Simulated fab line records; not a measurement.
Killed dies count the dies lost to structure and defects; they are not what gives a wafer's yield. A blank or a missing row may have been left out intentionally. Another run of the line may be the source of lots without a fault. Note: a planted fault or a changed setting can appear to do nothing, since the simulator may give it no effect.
fab line records ; flow sky130
record lots=14; wafers=40; last-day=51
route steps=708 shown FIELD_ISO@3 NWELL@58 VT_ADJUST_LVTN@104 PAD_OPEN@708
lots that met no fault: from a run of the same line without faults
start-h: start of the lot's first displayed wafer, in hours after the record's first day ; wait-h: hours since the lot's step before ; " the same as in the row above ; L1.1+2: a row that stands for several wafers ; - no value, or no start given ; * or withheld: withheld ; < > ~ a bound
route shown NAME@n: a module of which the file shows steps, and the number in the route of the first ; usual: average and standard deviation across the fault-free wafers ; same: alike in all rows ; chamber/n: place in a boat ; sites: readings site by site ; _std_site: their standard deviation ; _edge_site: the outer-site mean with the inner-site mean subtracted ; radius-mm: how far each site lies from the wafer's centre ; mask NAME#n: copy n ; behind: tool/chamber where the wafer was last shaped ; hold: reason for holding the lot/hours on hold/outcome of the hold ; device: the n, p or np transistor that did not switch ; end of line: tests of these same wafers at the route's end ; a step with no rows: only its recipe ; killed: not the wafer's yield, but the dies lost to structure and defects at the first sort ; map: per-die view of a wafer (x killed, . not killed, _ where there is no die)
set.NAME: the run value of the setting; set.NAME@STEP: its run value at that earlier step ; model.NAME: the simulator's own value behind a step, which no gauge read
one table for each step of the route and one row for each wafer, over a sample of lots
services: a tool's chamber out of use, with start hour (start-h, from the record's first day; less than 0 if before it), hours out, and reason
## steps
# step SKY_FIELD_ISO_THK_MEAS_02
# recipe reads=SiO2_of_FIELD_ISO_OXIDATION_01
# usual FIELD_ISO_OXIDATION_00_THK=12.02/0.2
lot.wafer;tool;chamber;start-h;wait-h;FIELD_ISO_OXIDATION_00_THK[nm]
L708.1;film-metro-02;-;13.09;0.0;11.97
L708.3;film-metro-02;-;13.09;0.0;12.15
L708.6;film-metro-02;-;13.09;0.0;12.02
L709.1;film-metro-04;-;17.39;0.0;11.87
L709.4;film-metro-04;-;17.39;0.0;11.89
L709.5;film-metro-04;-;17.39;0.0;12.00
L710.3;film-metro-04;-;22.41;0.0;11.82
L710.4;film-metro-04;-;22.41;0.0;11.96
L710.5;film-metro-04;-;22.41;0.0;11.96
L711.1;film-metro-02;-;28.33;0.0;11.81
L711.4;film-metro-02;-;28.33;0.0;12.01
L711.6;film-metro-02;-;28.33;0.0;11.98
L715.2;film-metro-02;-;46.64;0.0;11.96
L715.5;film-metro-02;-;46.64;0.0;12.31
L717.5;film-metro-02;-;56.74;0.0;11.83
L717.6;film-metro-02;-;56.74;0.0;11.94
L721.3;film-metro-04;-;76.73;0.0;11.93
L721.5;film-metro-04;-;76.73;0.0;11.96
L721.6;film-metro-04;-;76.73;0.0;12.26
L724.2;film-metro-04;-;94.31;0.0;11.67
L724.5;film-metro-04;-;94.31;0.0;11.71
L724.6;film-metro-04;-;94.31;0.0;11.67
L726.1;film-metro-04;-;102.87;0.0;11.96
L726.3;film-metro-04;-;102.87;0.0;12.18
L726.6;film-metro-04;-;102.87;0.0;12.12
L727.1;film-metro-04;-;108.90;0.0;12.12
L727.2;film-metro-04;-;108.90;0.0;11.90
L727.6;film-metro-04;-;108.90;0.0;11.99
L728.1;film-metro-04;-;112.53;0.0;12.15
L728.3;film-metro-04;-;112.53;0.0;12.13
L728.6;film-metro-04;-;112.53;0.0;12.16
L729.4;film-metro-01;-;118.76;0.0;12.01
L729.5;film-metro-01;-;118.76;0.0;12.23
L729.6;film-metro-01;-;118.76;0.0;12.19
L730.1;film-metro-04;-;123.00;0.0;12.30
L730.2;film-metro-04;-;123.00;0.0;12.22
L730.5;film-metro-04;-;123.00;0.0;12.13
L731.2;film-metro-02;-;127.55;0.0;12.47
L731.3;film-metro-02;-;127.55;0.0;12.30
L731.5;film-metro-02;-;127.55;0.0;12.41
# step SKY_FIELD_ISO_THK_MEAS_04
# recipe reads=Si3N4_of_FIELD_ISO_CVD_03
# usual FIELD_ISO_CVD_03_THK=165.2/1.4
lot.wafer;tool;chamber;start-h;wait-h;FIELD_ISO_CVD_03_THK[nm]
L708.1;film-metro-01;-;14.94;0.0;166.2
L708.3;film-metro-01;-;14.94;0.0;164.4
L708.6;film-metro-01;-;14.94;0.0;164.7
L709.1;film-metro-01;-;19.24;0.0;164.8
L709.4;film-metro-01;-;19.24;0.0;165.7
L709.5;film-metro-01;-;19.24;0.0;165.4
L710.3;film-metro-04;-;24.26;0.0;168.3
L710.4;film-metro-04;-;24.26;0.0;167.2
L710.5;film-metro-04;-;24.26;0.0;167.2
L711.1;film-metro-01;-;30.18;0.0;168.5
L711.4;film-metro-01;-;30.18;0.0;167.4
L711.6;film-metro-01;-;30.18;0.0;168.3
L715.2;film-metro-02;-;49.46;0.0;164.0
L715.5;film-metro-02;-;49.46;0.0;164.2
L717.5;film-metro-04;-;60.59;0.0;165.3
L717.6;film-metro-04;-;60.59;0.0;165.9
L721.3;film-metro-02;-;81.44;0.0;166.4
L721.5;film-metro-02;-;81.44;0.0;165.3
L721.6;film-metro-02;-;81.44;0.0;166.4
L724.2;film-metro-04;-;96.15;0.0;164.3
L724.5;film-metro-04;-;96.15;0.0;165.7
L724.6;film-metro-04;-;96.15;0.0;167.7
L726.1;film-metro-02;-;104.71;0.0;166.2
L726.3;film-metro-02;-;104.71;0.0;165.1
L726.6;film-metro-02;-;104.71;0.0;165.0
L727.1;film-metro-02;-;110.75;0.0;165.1
L727.2;film-metro-02;-;110.75;0.0;166.4
L727.6;film-metro-02;-;110.75;0.0;166.0
L728.1;film-metro-04;-;114.37;0.0;163.4
L728.3;film-metro-04;-;114.37;0.0;163.3
L728.6;film-metro-04;-;114.37;0.0;163.7
L729.4;film-metro-02;-;120.61;0.0;164.8
L729.5;film-metro-02;-;120.61;0.0;165.4
L729.6;film-metro-02;-;120.61;0.0;164.0
L730.1;film-metro-01;-;124.84;0.0;163.6
L730.2;film-metro-01;-;124.84;0.0;163.9
L730.5;film-metro-01;-;124.84;0.0;161.1
L731.2;film-metro-04;-;129.40;0.0;165.5
L731.3;film-metro-04;-;129.40;0.0;165.5
L731.5;film-metro-04;-;129.40;0.0;166.0
# step SKY_NWELL_COAT_05
# recipe spin-rpm=2000; resist-thk-nm=3000
lot.wafer;tool;chamber;start-h;wait-h
L708.1+3+6;litho-track-04;0;81.43;0.1
L709.1+4+5;litho-track-03;0;86.56;0.1
L710.3+4+5;litho-track-03;0;90.16;0.1
L711.1+4+6;litho-track-04;0;96.08;0.1
L715.2+5;litho-track-03;0;119.34;0.1
L717.5+6;litho-track-03;0;132.96;0.1
L721.3+5+6;litho-track-04;0;156.93;0.1
L724.2+5+6;litho-track-04;0;173.11;0.1
L726.1+3+6;litho-track-02;0;180.95;0.1
L727.1+2+6;litho-track-04;0;186.93;0.1
L728.1+3+6;litho-track-04;0;192.08;0.1
L729.4+5+6;litho-track-04;0;197.76;0.1
L730.1+2+5;litho-track-04;0;204.38;0.1
L731.2+3+5;litho-track-02;0;206.98;0.1
# step SKY_NWELL_STRIP_14
# recipe chemistry=O2/N2; power-w=1400; pressure-mtorr=1500; platen-temp-c=withheld; o2-flow-sccm=3000; n2-flow-sccm=300; overash-fraction=0.5
# usual drypump-motor-current-A=5.9/0.56; oes-product-au=0.723/0.0045; strip-time-to-endpoint-s=36.99/0.082
lot.wafer;tool;chamber;start-h;wait-h;drypump-motor-current-A;oes-product-au;rf-hours-counter-h;strip-time-to-endpoint-s
L708.1;plasma-asher-01;1;91.60;0.1;6.2;0.725;35;36.99
L708.3;plasma-asher-01;1;91.60;0.1;6.2;0.722;-;36.93
L708.6;plasma-asher-01;1;91.60;0.1;6.2;0.720;-;36.92
L709.1;plasma-asher-01;1;96.27;0.1;6.2;0.728;35;37.05
L709.4;plasma-asher-01;0;96.27;0.1;5.4;0.724;-;37.02
L709.5;plasma-asher-01;0;96.27;0.1;5.4;0.727;-;37.02
L710.3;plasma-asher-02;1;99.38;0.1;4.7;0.714;-;37.26
L710.4;plasma-asher-02;0;99.38;0.1;6.2;0.719;-;37.23
L710.5;plasma-asher-02;1;99.38;0.1;4.7;0.724;-;37.13
L711.1;plasma-asher-04;0;106.09;0.1;5.9;0.718;23;36.96
L711.4;plasma-asher-04;1;106.09;0.1;6.5;0.711;-;36.88
L711.6;plasma-asher-04;0;106.09;0.1;5.9;0.721;-;36.94
L715.2;plasma-asher-02;1;129.72;0.1;4.7;0.723;45;37.05
L715.5;plasma-asher-02;1;129.72;0.1;4.7;0.710;-;21.80
L717.5;plasma-asher-01;1;143.16;0.1;6.2;0.716;-;21.84
L717.6;plasma-asher-01;0;143.16;0.1;5.4;0.713;-;21.73
L721.3;plasma-asher-01;1;167.67;0.1;6.2;0.725;-;36.99
L721.5;plasma-asher-01;1;167.67;0.1;6.2;0.719;-;36.88
L721.6;plasma-asher-01;0;167.67;0.1;5.4;0.724;-;36.92
L724.2;plasma-asher-01;1;184.04;0.1;6.2;0.720;44;36.92
L724.5;plasma-asher-01;1;184.04;0.1;6.2;0.717;-;36.86
L724.6;plasma-asher-01;0;184.04;0.1;5.4;0.723;-;36.85
L726.1;plasma-asher-01;1;193.39;0.1;6.2;0.725;46;37.02
L726.3;plasma-asher-01;0;193.39;0.1;5.4;0.724;-;36.84
L726.6;plasma-asher-01;0;193.39;0.1;5.4;0.718;-;36.95
L727.1;plasma-asher-02;0;199.69;0.1;6.2;0.724;53;37.00
L727.2;plasma-asher-02;1;199.69;0.1;4.7;0.710;53;37.01
L727.6;plasma-asher-02;0;199.69;0.1;6.2;0.727;-;37.05
L728.1;plasma-asher-04;1;203.99;0.1;6.5;0.721;32;36.96
L728.3;plasma-asher-04;1;203.99;0.1;6.4;0.725;-;36.99
L728.6;plasma-asher-04;1;203.99;0.1;6.4;0.727;-;36.92
L729.4;plasma-asher-04;1;209.72;0.1;6.5;0.724;-;36.97
L729.5;plasma-asher-04;1;209.72;0.1;6.5;0.726;-;36.96
L729.6;plasma-asher-04;0;209.72;0.1;5.9;0.722;-;36.94
L730.1;plasma-asher-02;0;216.09;0.1;6.2;0.715;55;36.95
L730.2;plasma-asher-02;1;216.09;0.1;4.7;0.716;55;37.00
L730.5;plasma-asher-02;1;216.09;0.1;4.7;0.726;-;36.86
L731.2;plasma-asher-04;0;218.94;0.1;5.9;0.728;34;37.00
L731.3;plasma-asher-04;0;218.94;0.1;5.9;0.724;-;37.02
L731.5;plasma-asher-04;0;218.94;0.1;5.9;0.720;-;37.04
# step SKY_VT_ADJUST_LVTN_OVL_MEAS_07
# usual VT_ADJUST_LVTN_OVL=2.2/1.4
lot.wafer;tool;chamber;start-h;wait-h;VT_ADJUST_LVTN_OVL[nm]
L708.1;overlay-01;-;148.60;-;3.2
L708.3;overlay-01;-;148.60;-;2.1
L708.6;overlay-01;-;148.60;-;4.5
L709.1;overlay-01;-;154.21;-;3.9
L709.4;overlay-01;-;154.21;-;2.6
L709.5;overlay-01;-;154.21;-;4.0
L710.3;overlay-02;-;157.70;-;2.1
L710.4;overlay-02;-;157.70;-;2.3
L710.5;overlay-02;-;157.70;-;4.1
L711.1;overlay-02;-;164.95;-;2.2
L711.4;overlay-02;-;164.95;-;1.1
L711.6;overlay-02;-;164.95;-;1.2
L715.2;overlay-02;-;189.96;-;3.0
L715.5;overlay-02;-;189.96;-;3.3
L717.5;overlay-02;-;207.94;-;3.8
L717.6;overlay-02;-;207.94;-;4.6
L721.3;overlay-01;-;236.86;-;1.6
L721.5;overlay-01;-;236.86;-;1.7
L721.6;overlay-01;-;236.86;-;1.3
L724.2;overlay-01;-;255.42;-;3.0
L724.5;overlay-01;-;255.42;-;1.4
L724.6;overlay-01;-;255.42;-;1.2
L726.1;overlay-01;-;264.76;-;3.3
L726.3;overlay-01;-;264.76;-;1.1
L726.6;overlay-01;-;264.76;-;1.3
L727.1;overlay-01;-;270.96;-;0.9
L727.2;overlay-01;-;270.96;-;1.8
L727.6;overlay-01;-;270.96;-;1.3
L728.1;overlay-02;-;275.85;-;3.5
L728.3;overlay-02;-;275.85;-;4.3
L728.6;overlay-02;-;275.85;-;2.9
L729.4;overlay-01;-;283.16;-;0.3
L729.5;overlay-01;-;283.16;-;1.0
L729.6;overlay-01;-;283.16;-;1.8
L730.1;overlay-01;-;289.70;-;2.2
L730.2;overlay-01;-;289.70;-;1.6
L730.5;overlay-01;-;289.70;-;-0.4
L731.2;overlay-01;-;294.85;-;-0.5
L731.3;overlay-01;-;294.85;-;0.0
L731.5;overlay-01;-;294.85;-;0.1
# step SKY_PAD_OPEN_PROBE_99
# usual killed_at_M0_to_M3=43/7; killed_at_M4_up=3.1/1.5; killed-at-contacts=23/4.9; killed-at-front-end=16/3.9; killed-at-other=0.3/0.52; killed-dies=86/8.2; killed-open=47/6.1; killed-short=38/5.8
# same gross-dies=492; killed-at-back-side=0
lot.wafer;tool;chamber;start-h;wait-h;killed_at_M0_to_M3;killed_at_M4_up;killed-at-contacts;killed-at-front-end;killed-at-other;killed-dies;killed-open;killed-short
L708.1;prober-02;-;1112.15;0.1;36;2;22;13;0;73;39;34
L708.3;prober-02;-;1112.25;0.2;47;3;24;17;0;91;50;41
L708.6;prober-02;-;1112.40;0.2;30;3;28;19;0;80;43;37
L710.3;prober-01;-;1119.70;0.2;36;3;31;17;0;87;43;42
L710.4;prober-01;-;1119.75;0.2;35;3;25;20;0;83;49;33
L710.5;prober-01;-;1119.80;0.2;30;2;22;19;1;74;40;34
L709.1;prober-02;-;1120.28;0.1;45;2;30;18;0;95;52;43
L709.4;prober-02;-;1120.43;0.2;44;5;16;17;0;82;49;33
L709.5;prober-02;-;1120.48;0.2;42;4;23;13;0;82;47;35
L711.1;prober-01;-;1126.62;0.1;41;3;22;13;0;79;53;26
L711.4;prober-01;-;1126.77;0.2;53;4;17;23;0;97;43;53
L711.6;prober-01;-;1126.87;0.2;44;5;25;14;0;88;55;33
L715.2;prober-01;-;1153.19;0.1;46;3;18;14;1;82;48;33
L715.5;prober-01;-;1153.34;0.2;39;0;25;14;1;79;41;37
L717.5;prober-01;-;1167.17;0.2;42;4;17;16;0;79;40;38
L717.6;prober-01;-;1167.22;0.2;36;1;13;18;1;69;40;29
L721.3;prober-02;-;1189.72;0.2;58;4;28;15;0;105;54;51
L721.5;prober-02;-;1189.82;0.2;46;3;18;15;1;83;52;30
L721.6;prober-02;-;1189.87;0.2;59;1;30;17;0;107;63;42
L724.2;prober-01;-;1206.45;0.1;42;2;18;13;2;77;39;38
L724.5;prober-01;-;1206.60;0.2;44;2;18;16;0;80;42;38
L724.6;prober-01;-;1206.65;0.2;43;4;20;9;1;77;42;35
L726.1;prober-02;-;1208.70;0.1;39;2;23;14;0;78;45;33
L726.3;prober-02;-;1208.80;0.2;39;2;19;23;0;83;51;32
L726.6;prober-02;-;1208.95;0.2;58;6;29;16;0;109;55;54
L727.1;prober-02;-;1218.31;0.1;40;2;21;18;0;81;46;33
L727.2;prober-02;-;1218.36;0.1;43;3;24;13;0;83;46;37
L727.6;prober-02;-;1218.56;0.2;44;3;21;12;0;80;43;37
L728.1;prober-01;-;1219.55;0.1;58;3;30;11;2;104;59;44
L728.3;prober-01;-;1219.65;0.2;47;5;20;12;0;84;50;34
L728.6;prober-01;-;1219.80;0.2;47;3;29;14;0;93;50;43
L730.1;prober-02;-;1223.15;0.1;40;1;26;14;0;81;44;37
L730.2;prober-02;-;1223.20;0.1;31;2;28;14;0;75;42;33
L730.5;prober-02;-;1223.35;0.2;47;3;29;16;0;95;55;40
L729.4;prober-01;-;1223.99;0.2;43;4;27;14;0;88;47;40
L729.5;prober-01;-;1224.04;0.2;41;3;23;17;1;85;36;48
L729.6;prober-01;-;1224.09;0.2;51;1;24;10;0;86;41;43
L731.2;prober-02;-;1225.46;0.1;40;4;16;9;1;70;38;32
L731.3;prober-02;-;1225.51;0.2;47;1;30;23;0;101;53;48
L731.5;prober-02;-;1225.61;0.2;43;5;19;15;0;82;40;42
# killed by level:class
L708.1 VIA1:geometric-particle:open=10 LI_CONTACT:geometric-particle:open=8 METAL1:geometric-particle:short=7 CONTACT:geometric-particle:short=6 VIA2:geometric-particle:open=5 METAL2:geometric-particle:short=5 CONTACT:geometric-particle:open=4 VIA3:geometric-particle:open=4
L708.3 LI_CONTACT:geometric-particle:open=10 POLY_GATE:geometric-particle:short=9 VIA1:geometric-particle:open=9 METAL1:geometric-particle:short=8 CONTACT:geometric-particle:open=8 VIA3:geometric-particle:open=5 VIA2:geometric-particle:open=5 VIA1:geometric-particle:short=4
L708.6 LI_CONTACT:geometric-particle:open=10 CONTACT:geometric-particle:open=7 METAL1:geometric-particle:short=7 FIELD_ISO:geometric-particle:short=5 CONTACT:geometric-particle:short=5 VIA1:geometric-particle:short=4 FIELD_ISO:geometric-particle:open=3 POLY_GATE:geometric-particle:short=3
L710.3 LI_CONTACT:geometric-particle:open=11 CONTACT:geometric-particle:open=9 VIA2:geometric-particle:short=7 VIA3:geometric-particle:open=7 FIELD_ISO:geometric-particle:short=5 POLY_GATE:geometric-particle:short=4 CONTACT:geometric-particle:short=4 VIA1:geometric-particle:open=4
L710.4 LI_CONTACT:geometric-particle:open=11 VIA1:geometric-particle:open=8 CONTACT:geometric-particle:open=6 METAL1:geometric-particle:open=6 POLY_GATE:geometric-particle:open=5 POLY_GATE:geometric-particle:short=5 CONTACT:geometric-particle:short=5 VIA3:geometric-particle:open=5
L710.5 VIA1:geometric-particle:open=10 CONTACT:geometric-particle:open=8 FIELD_ISO:geometric-particle:open=6 LI_CONTACT:geometric-particle:short=5 VIA3:geometric-particle:open=5 METAL2:geometric-particle:short=5 FIELD_ISO:geometric-particle:short=4 LOCAL_INTERCONNECT:geometric-particle:short=4
L709.1 METAL1:geometric-particle:short=10 CONTACT:geometric-particle:open=10 LI_CONTACT:geometric-particle:open=9 VIA2:geometric-particle:open=7 VIA1:geometric-particle:open=7 FIELD_ISO:geometric-particle:short=6 FIELD_ISO:geometric-particle:open=6 METAL2:geometric-particle:short=6
L709.4 VIA2:geometric-particle:open=12 LI_CONTACT:geometric-particle:open=6 VIA1:geometric-particle:open=6 METAL2:geometric-particle:short=5 CONTACT:geometric-particle:open=5 VIA3:geometric-particle:open=5 POLY_GATE:geometric-particle:short=4 METAL1:geometric-particle:short=4
L709.5 CONTACT:geometric-particle:open=8 VIA3:geometric-particle:open=8 VIA2:geometric-particle:open=7 LOCAL_INTERCONNECT:geometric-particle:short=6 VIA1:geometric-particle:open=6 LI_CONTACT:geometric-particle:open=4 METAL2:geometric-particle:short=4 METAL1:geometric-particle:short=4
L711.1 CONTACT:geometric-particle:open=13 VIA2:geometric-particle:open=8 VIA3:geometric-particle:open=7 VIA1:geometric-particle:open=7 VIA2:geometric-particle:short=5 SPACER:geometric-particle:open=4 LI_CONTACT:geometric-particle:open=4 METAL2:geometric-particle:short=4
L711.4 METAL2:geometric-particle:short=9 VIA1:geometric-particle:short=8 VIA1:geometric-particle:open=8 FIELD_ISO:geometric-particle:open=6 CONTACT:geometric-particle:short=6 VIA3:geometric-particle:open=6 METAL1:geometric-particle:short=5 VIA2:geometric-particle:open=5
L711.6 CONTACT:geometric-particle:open=14 VIA1:geometric-particle:open=13 VIA3:geometric-particle:open=9 METAL2:geometric-particle:short=5 METAL4:geometric-particle:short=5 FIELD_ISO:geometric-particle:open=4 LI_CONTACT:geometric-particle:open=4 POLY_GATE:geometric-particle:short=3
L715.2 VIA1:geometric-particle:open=11 LI_CONTACT:geometric-particle:open=8 VIA1:geometric-particle:short=6 VIA2:geometric-particle:open=6 METAL2:geometric-particle:short=5 VIA3:geometric-particle:open=5 FIELD_ISO:geometric-particle:short=4 FIELD_ISO:geometric-particle:open=4
L715.5 CONTACT:geometric-particle:open=8 VIA1:geometric-particle:open=7 LI_CONTACT:geometric-particle:open=6 METAL1:geometric-particle:short=6 POLY_GATE:geometric-particle:open=5 CONTACT:geometric-particle:short=5 VIA2:geometric-particle:short=5 METAL3:geometric-particle:short=5
L717.5 VIA1:geometric-particle:open=10 METAL1:geometric-particle:short=6 VIA2:geometric-particle:open=5 CONTACT:geometric-particle:open=5 VIA1:geometric-particle:short=5 VIA3:geometric-particle:open=5 METAL4:geometric-particle:short=4 FIELD_ISO:geometric-particle:open=3
L717.6 LI_CONTACT:geometric-particle:open=6 VIA3:geometric-particle:open=6 VIA2:geometric-particle:open=6 FIELD_ISO:geometric-particle:short=4 POLY_GATE:geometric-particle:short=4 POLY_GATE:geometric-particle:open=4 VIA1:geometric-particle:open=4 METAL1:geometric-particle:short=4
L721.3 VIA1:geometric-particle:open=18 CONTACT:geometric-particle:short=11 VIA2:geometric-particle:open=10 CONTACT:geometric-particle:open=7 VIA3:geometric-particle:open=7 POLY_GATE:geometric-particle:short=5 VIA1:geometric-particle:short=5 METAL2:geometric-particle:short=5
L721.5 VIA1:geometric-particle:open=14 VIA3:geometric-particle:open=9 METAL2:geometric-particle:short=7 CONTACT:geometric-particle:open=5 POLY_GATE:geometric-particle:open=5 LI_CONTACT:geometric-particle:open=5 FIELD_ISO:geometric-particle:open=4 VIA1:geometric-particle:short=4
L721.6 VIA1:geometric-particle:open=11 LI_CONTACT:geometric-particle:open=11 CONTACT:geometric-particle:open=11 VIA2:geometric-particle:open=8 METAL1:geometric-particle:short=7 CONTACT:geometric-particle:short=6 VIA1:geometric-particle:short=6 FIELD_ISO:geometric-particle:open=5
L724.2 VIA1:geometric-particle:open=12 CONTACT:geometric-particle:open=8 METAL1:geometric-particle:short=7 VIA3:geometric-particle:short=5 POLY_GATE:geometric-particle:short=4 LI_CONTACT:geometric-particle:short=4 VIA1:geometric-particle:short=4 VIA3:geometric-particle:open=4
L724.5 LI_CONTACT:geometric-particle:open=8 METAL1:geometric-particle:short=8 VIA2:geometric-particle:open=7 VIA3:geometric-particle:open=7 CONTACT:geometric-particle:open=6 METAL3:geometric-particle:short=6 POLY_GATE:geometric-particle:open=5 VIA1:geometric-particle:open=5
L724.6 CONTACT:geometric-particle:open=8 VIA2:geometric-particle:open=8 VIA3:geometric-particle:open=8 METAL2:geometric-particle:short=6 LI_CONTACT:geometric-particle:open=5 VIA3:geometric-particle:short=5 CONTACT:geometric-particle:short=4 METAL1:geometric-particle:short=4
L726.1 CONTACT:geometric-particle:open=11 VIA3:geometric-particle:open=9 METAL1:geometric-particle:short=7 VIA1:geometric-particle:open=6 LI_CONTACT:geometric-particle:open=6 POLY_GATE:geometric-particle:short=5 VIA1:geometric-particle:short=5 POLY_GATE:geometric-particle:open=4
L726.3 CONTACT:geometric-particle:open=10 VIA1:geometric-particle:open=9 FIELD_ISO:geometric-particle:open=8 VIA3:geometric-particle:open=7 POLY_GATE:geometric-particle:open=6 VIA2:geometric-particle:open=6 METAL1:geometric-particle:short=5 METAL2:geometric-particle:short=5
L726.6 VIA1:geometric-particle:open=11 VIA2:geometric-particle:open=11 LI_CONTACT:geometric-particle:open=8 LOCAL_INTERCONNECT:geometric-particle:short=8 CONTACT:geometric-particle:open=8 METAL1:geometric-particle:short=8 VIA1:geometric-particle:short=7 VIA3:geometric-particle:open=6
L727.1 CONTACT:geometric-particle:open=8 VIA2:geometric-particle:open=8 VIA1:geometric-particle:open=8 FIELD_ISO:geometric-particle:short=7 VIA1:geometric-particle:short=5 METAL2:geometric-particle:short=5 FIELD_ISO:geometric-particle:open=4 POLY_GATE:geometric-particle:open=4
L727.2 CONTACT:geometric-particle:open=9 VIA1:geometric-particle:open=8 VIA2:geometric-particle:open=7 VIA3:geometric-particle:open=7 LI_CONTACT:geometric-particle:open=6 METAL1:geometric-particle:short=5 POLY_GATE:geometric-particle:short=4 METAL3:geometric-particle:short=4
L727.6 VIA1:geometric-particle:open=15 CONTACT:geometric-particle:open=11 VIA1:geometric-particle:short=9 LI_CONTACT:geometric-particle:open=5 FIELD_ISO:geometric-particle:short=4 POLY_GATE:geometric-particle:short=4 METAL2:geometric-particle:short=4 FIELD_ISO:geometric-particle:open=3
L728.1 VIA2:geometric-particle:open=12 CONTACT:geometric-particle:open=11 VIA1:geometric-particle:open=10 METAL2:geometric-particle:short=9 LI_CONTACT:geometric-particle:open=7 VIA3:geometric-particle:open=7 VIA1:geometric-particle:short=6 LOCAL_INTERCONNECT:geometric-particle:short=4
L728.3 VIA2:geometric-particle:open=12 VIA1:geometric-particle:open=10 LI_CONTACT:geometric-particle:open=8 CONTACT:geometric-particle:open=6 METAL1:geometric-particle:short=5 FIELD_ISO:geometric-particle:open=4 VIA1:geometric-particle:short=4 FIELD_ISO:geometric-particle:short=3
L728.6 CONTACT:geometric-particle:open=13 METAL1:geometric-particle:short=11 LI_CONTACT:geometric-particle:open=9 VIA2:geometric-particle:open=8 POLY_GATE:geometric-particle:open=6 VIA3:geometric-particle:open=5 POLY_GATE:geometric-particle:short=4 VIA1:geometric-particle:short=4
L730.1 CONTACT:geometric-particle:open=12 VIA1:geometric-particle:open=10 FIELD_ISO:geometric-particle:short=6 VIA2:geometric-particle:short=6 LI_CONTACT:geometric-particle:open=5 VIA3:geometric-particle:open=5 METAL2:geometric-particle:short=5 LOCAL_INTERCONNECT:geometric-particle:short=4
L730.2 CONTACT:geometric-particle:open=12 VIA3:geometric-particle:open=6 VIA2:geometric-particle:open=6 CONTACT:geometric-particle:short=5 VIA1:geometric-particle:open=5 POLY_GATE:geometric-particle:open=4 LI_CONTACT:geometric-particle:open=4 LOCAL_INTERCONNECT:geometric-particle:short=4
L730.5 VIA2:geometric-particle:open=11 LI_CONTACT:geometric-particle:open=10 CONTACT:geometric-particle:open=9 VIA1:geometric-particle:open=7 METAL2:geometric-particle:short=7 VIA3:geometric-particle:open=7 LOCAL_INTERCONNECT:geometric-particle:short=6 FIELD_ISO:geometric-particle:open=4
L729.4 CONTACT:geometric-particle:open=9 VIA1:geometric-particle:open=9 VIA3:geometric-particle:open=8 VIA2:geometric-particle:open=7 LI_CONTACT:geometric-particle:open=6 LOCAL_INTERCONNECT:geometric-particle:short=6 VIA3:geometric-particle:short=5 FIELD_ISO:geometric-particle:short=4
L729.5 FIELD_ISO:geometric-particle:short=8 METAL2:geometric-particle:short=8 LOCAL_INTERCONNECT:geometric-particle:short=7 LI_CONTACT:geometric-particle:open=6 CONTACT:geometric-particle:open=6 VIA1:geometric-particle:short=5 METAL1:geometric-particle:short=5 METAL1:geometric-particle:open=4
L729.6 VIA1:geometric-particle:open=12 VIA3:geometric-particle:open=9 METAL1:geometric-particle:short=6 METAL2:geometric-particle:short=6 VIA2:geometric-particle:short=5 LOCAL_INTERCONNECT:geometric-particle:short=5 CONTACT:geometric-particle:short=5 CONTACT:geometric-particle:open=5
L731.2 VIA1:geometric-particle:open=10 VIA2:geometric-particle:open=8 CONTACT:geometric-particle:open=6 FIELD_ISO:geometric-particle:short=5 METAL1:geometric-particle:short=5 VIA3:geometric-particle:open=5 METAL4:geometric-particle:short=4 VIA1:geometric-particle:short=4
L731.3 CONTACT:geometric-particle:open=12 VIA2:geometric-particle:open=11 METAL1:geometric-particle:short=8 VIA1:geometric-particle:open=8 FIELD_ISO:geometric-particle:open=7 POLY_GATE:geometric-particle:short=6 LOCAL_INTERCONNECT:geometric-particle:short=6 CONTACT:geometric-particle:short=6
L731.5 VIA2:geometric-particle:open=9 VIA1:geometric-particle:open=7 FIELD_ISO:geometric-particle:open=6 VIA1:geometric-particle:short=6 VIA3:geometric-particle:short=5 CONTACT:geometric-particle:open=5 LOCAL_INTERCONNECT:geometric-particle:short=4 POLY_GATE:geometric-particle:short=4
## services
tool;chamber;start-h;hours;kind
plasma-asher-01;-;136.31;2.0;repair
litho-track-02;-;152.09;-;consumable-replace:filter
plasma-asher-04;-;157.23;10.0;pm
plasma-asher-04;-;167.23;3.3;pm
plasma-asher-02;-;187.87;1.0;repair
plasma-asher-01;-;200.92;0.8;repair
## key
first-sign step=SKY_NWELL_STRIP_14; reading=strip-time-to-endpoint-s; direction=down; sigmas=99+; usual=*; struck=*
effect none on later readings
met-at SKY_NWELL_COAT_05
struck-lots L715,L717
struck-wafers L715.5,L717.5,L717.6
tester-left-out L715,L717
not-acting-at SKY_FIELD_ISO_THK_MEAS_02,SKY_FIELD_ISO_THK_MEAS_04,SKY_VT_ADJUST_LVTN_OVL_MEAS_07
onset-between 90.16 119.34
fault kind=process-parameter-drift; tool=litho-track-03; chamber=-; onset-h=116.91; steps=SKY_NWELL_COAT_05; channel=resist-thk-nm; offset=-1308.1; shape=step; end-h=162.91; scope=struck-wafers-only; acts-in=these-recipes-only; stated=3000
# tester-left-out: of these lots the tester's yield and bins aren't shown, on N5 and GAA mostly nor the transistor test; their killed dies are dies lost to structure and defects alone, not to doping, threshold or leakage, so they don't give the yield
